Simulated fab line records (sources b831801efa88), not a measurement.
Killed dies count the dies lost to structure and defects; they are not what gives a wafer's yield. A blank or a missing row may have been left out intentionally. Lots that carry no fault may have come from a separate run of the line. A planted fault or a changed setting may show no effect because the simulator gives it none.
fab line records | flow sky130
record lots=7 wafers=21 lastDay=50
route steps=708 shown PASSIVATION@686 PAD_OPEN@694
lots untouched by any fault: they come from a run of this same line in which no faults occurred
startH: hours from the record's first day to the start of the lot's first wafer shown | waitH: hours elapsed since this lot's preceding step | " as in the row above | L1.1+2: several wafers, shown together as one row | - either no value or no given start | * or withheld: withheld | < > ~ a bound
route shown NAME@n: names a module that has steps shown in the file, with the first one's number in the route | usual: average and standard deviation across the fault-free wafers | same: alike in all rows | chamber/n: place in a boat | sites: readings site by site | _std_site: their standard deviation | _edge_site: mean of outer sites minus mean of inner sites | radiusMm: how far each site lies from the wafer's centre | mask NAME#n: copy n | behind: the most recent tool/chamber to have shaped the wafer | hold: what put the lot on hold/how long, in hours/how the hold closed | device: which transistor (n, p or np) failed to switch | end of line: the tests these same wafers got at the end of their route | where a step has no rows: the recipe by itself | killed: count of dies lost to structure and defects at first sort (not the wafer's yield) | map: shows each die of a wafer: x if killed, . if not, _ if none is there
set.NAME: the setting as run; set.NAME@STEP: as run at that earlier step | model.NAME: the simulator's own value behind a step, which no gauge read
a table for each step, a row for each wafer; lots at some steps of the route
services: from which hour (startH, from the record's first day; less than 0 if before it) a tool's chamber was out of use, for how many hours, and why
## steps
# step SKY_PASSIVATION_HMDS_05
# recipe primeTimeS=60 primeTempC=120
# step SKY_PASSIVATION_COAT_06
# recipe spinRpm=2000 resistThkNm=3000
# step SKY_PASSIVATION_SOFTBAKE_07
# recipe tempC=110 timeS=withheld
# step SKY_PASSIVATION_EXPOSE_08
# recipe maskId=NSM targetCdNm=3000 na=0.57 doseMj=260
# step SKY_PASSIVATION_PEB_09
# recipe tempC=115 timeS=withheld
# step SKY_PASSIVATION_DEVELOP_10
# recipe developTimeS=60 devTempC=23
# step SKY_PASSIVATION_ETCH_11
# recipe chemistry=CF4/O2 targetDepthNm=725 stopOn=AlCu sourceW=800 biasW=150 pressureMtorr=150 cf4FlowSccm=80 O2_flow_sccm=10 timeS=161.1
# usual drypumpMotorCurrentA=5.5/0.4 oesProductAu=0.976/0.007 throttleValvePct=5.964/0.0091
# columns lot.wafer tool chamber startH waitH drypumpMotorCurrentA oesProductAu rfHoursCounterH throttleValvePct
L535.2 rieDiel-02 3 1100.54 - 6.1 0.955 10 5.965
L535.3 " 1 " " 5.0 0.970 1 5.974
L535.5 " 2 " " 5.8 0.976 - 5.956
L542.1 rieDiel-04 3 1120.14 - 5.6 0.977 15 5.967
L542.2 " 1 " " 5.8 0.960 20 5.946
L542.3 " 0 " " 5.8 0.983 17 5.963
L544.1 rieDiel-01 1 1134.89 - 5.3 0.973 13 5.950
L544.4 " 0 " " 5.9 0.978 - 5.969
L544.6 " 2 " " 5.3 0.969 - 5.976
L543.4 rieDiel-01 2 1137.91 - 5.3 0.976 - 5.975
L543.5 " 0 " " 5.9 0.984 - 5.971
L543.6 " 1 " " 5.4 0.976 - 5.949
L549.1 rieDiel-01 0 1164.24 - 5.9 0.974 18 5.968
L549.5 " 2 " " 5.3 0.976 - 5.967
L549.6 " 0 " " 5.9 0.980 - 5.965
L551.2 rieDiel-02 1 1169.41 - 5.0 0.970 4 5.952
L551.4 " 0 " " 4.9 0.986 18 5.975
L551.6 " 1 " " 5.0 0.976 - 5.943
L554.2 rieDiel-01 1 1184.39 - 5.3 0.983 15 5.965
L554.4 " 0 " " 5.9 0.984 19 5.977
L554.5 " 0 " " 5.9 0.973 - 5.971
# step SKY_PASSIVATION_STRIP_12
# recipe chemistry=O2/N2 powerW=1400 pressureMtorr=1500 platenTempC=withheld overashFraction=0.7 o2FlowSccm=3000 n2FlowSccm=300
# usual drypumpMotorCurrentA=5.67/0.3 oesProductAu=0.661/0.005 stripTimeToEndpointS=31.52/0.12
# columns lot.wafer tool chamber startH waitH drypumpMotorCurrentA oesProductAu rfHoursCounterH stripTimeToEndpointS
L535.2 plasmaAsher-01 1 1100.64 0.1 5.45 0.664 35 31.57
L535.3 " 1 " " 5.48 0.663 - 31.37
L535.5 " 1 " " 5.47 0.657 - 31.47
L542.1 plasmaAsher-01 1 1120.25 0.1 5.49 0.671 37 31.51
L542.2 " 0 " " 5.29 0.660 37 31.58
L542.3 " 1 " " 5.48 0.664 - 31.49
L544.1 plasmaAsher-04 1 1134.99 0.1 5.75 0.664 101 31.51
L544.4 " 0 " " 5.86 0.663 - 31.54
L544.6 " 1 " " 5.74 0.654 - 31.69
L543.4 plasmaAsher-04 0 1138.00 0.0 5.87 0.668 - 31.64
L543.5 " 1 " " 5.74 0.664 - 31.49
L543.6 " 0 " " 5.85 0.662 - 31.51
L549.1 plasmaAsher-04 0 1164.35 0.1 5.88 0.658 104 31.58
L549.5 " 0 " " 5.85 0.657 - 31.52
L549.6 " 1 " " 5.74 0.662 - 31.56
L551.2 plasmaAsher-01 1 1169.51 0.1 5.46 0.658 42 31.41
L551.4 " 1 " " 5.45 0.655 - 31.37
L551.6 " 0 " " 5.27 0.655 - 31.46
L554.2 plasmaAsher-03 0 1184.49 0.1 5.79 0.664 76 31.70
L554.4 " 0 " " 5.80 0.665 - 31.71
L554.5 " 0 " " 5.79 0.660 - 31.73
# step SKY_PAD_OPEN_DEHYDRATE_00
# recipe tempC=200 timeS=60
# step SKY_PAD_OPEN_HMDS_01
# recipe primeTimeS=60 primeTempC=120
# step SKY_PAD_OPEN_COAT_02
# recipe spinRpm=2000 resistThkNm=3000
# step SKY_PAD_OPEN_SOFTBAKE_03
# recipe tempC=110 timeS=withheld
# step SKY_PAD_OPEN_EXPOSE_04
# recipe maskId=PDM targetCdNm=60000 na=0.57 doseMj=260
# usual exposureDoseMJCm2=260.01/0.26 focusOffsetNm=-0.1/0.62
# columns lot.wafer tool chamber startH waitH mask exposureDoseMJCm2 focusOffsetNm
L535.2 ilineStepper-02 0 1110.65 - PDM#0 259.58 -0.2
L535.3 " 0 " " PDM#0 259.73 -0.3
L535.5 " 0 " " PDM#0 259.69 -1.1
L542.1 ilineStepper-02 - 1130.39 - PDM#0 - -
L542.2 " - " " PDM#0 - -
L542.3 " - " " PDM#0 - -
L544.1 ilineStepper-02 - 1144.90 - PDM#0 - -
L544.4 " - " " PDM#0 - -
L544.6 " - " " PDM#0 - -
L543.4 ilineStepper-01 - 1147.99 - PDM#0 - -
L543.5 " - " " PDM#0 - -
L543.6 " - " " PDM#0 - -
L549.1 ilineStepper-01 0 1172.59 - PDM#0 259.65 0.5
L549.5 " 0 " " PDM#0 259.85 0.1
L549.6 " 0 " " PDM#0 259.94 0.0
L551.2 ilineStepper-01 0 1178.03 - PDM#0 260.16 1.0
L551.4 " 0 " " PDM#0 260.03 0.4
L551.6 " 0 " " PDM#0 260.41 1.4
L554.2 ilineStepper-01 0 1192.12 - PDM#0 260.12 -0.2
L554.4 " 0 " " PDM#0 260.26 -0.4
L554.5 " 0 " " PDM#0 259.89 0.9
# step SKY_PAD_OPEN_PEB_05
# recipe tempC=115 timeS=withheld
## services
# columns tool chamber startH hours kind
ilineStepper-02 - 1083.11 4.4 pm
rieDiel-01 1 1088.24 22.8 repair
rieDiel-04 - 1098.76 4.7 repair
rieDiel-01 3 1110.90 67.5 repair
rieDiel-04 0 1112.52 4.2 repair
rieDiel-02 - 1118.30 15.6 pm
ilineStepper-02 - 1122.44 1.7 pm
ilineStepper-01 - 1127.12 4.4 pm
ilineStepper-02 0 1135.75 - calibration
plasmaAsher-04 - 1142.10 2.8 pm
ilineStepper-02 - 1155.89 28.9 pm
rieDiel-02 2 1156.08 10.1 repair
rieDiel-01 - 1176.08 2.6 repair
plasmaAsher-04 - 1183.41 0.4 repair
plasmaAsher-04 - 1185.86 0.7 repair
## key
firstSign step=SKY_PAD_OPEN_EXPOSE_04 reading=toolRecord direction=missing
effect none on later readings
metAt SKY_PAD_OPEN_EXPOSE_04
struckWafers L542.1,L542.2,L542.3,L543.4,L543.5,L543.6,L544.1,L544.4,L544.6
laterRowsLeftOut L542.1,L542.2,L542.3,L543.4,L543.5,L543.6,L544.1,L544.4,L544.6
sortLeftOut L542.1,L542.2,L542.3,L543.4,L543.5,L543.6,L544.1,L544.4,L544.6
onsetBetween 1110.65 1130.39
fault kind=skippedStepWhole tool=ilineStepper-01,ilineStepper-02 chamber=- onsetH=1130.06 steps=SKY_PAD_OPEN_EXPOSE_04 scope=struckLotsOnly
# sortLeftOut: the simulated sort isn't trusted on such a fault, so these wafers' sort isn't shown, and their yield isn't known
# laterRowsLeftOut: the simulator's readings of these wafers behind a module that went badly wrong aren't trusted and aren't shown, but for the sort
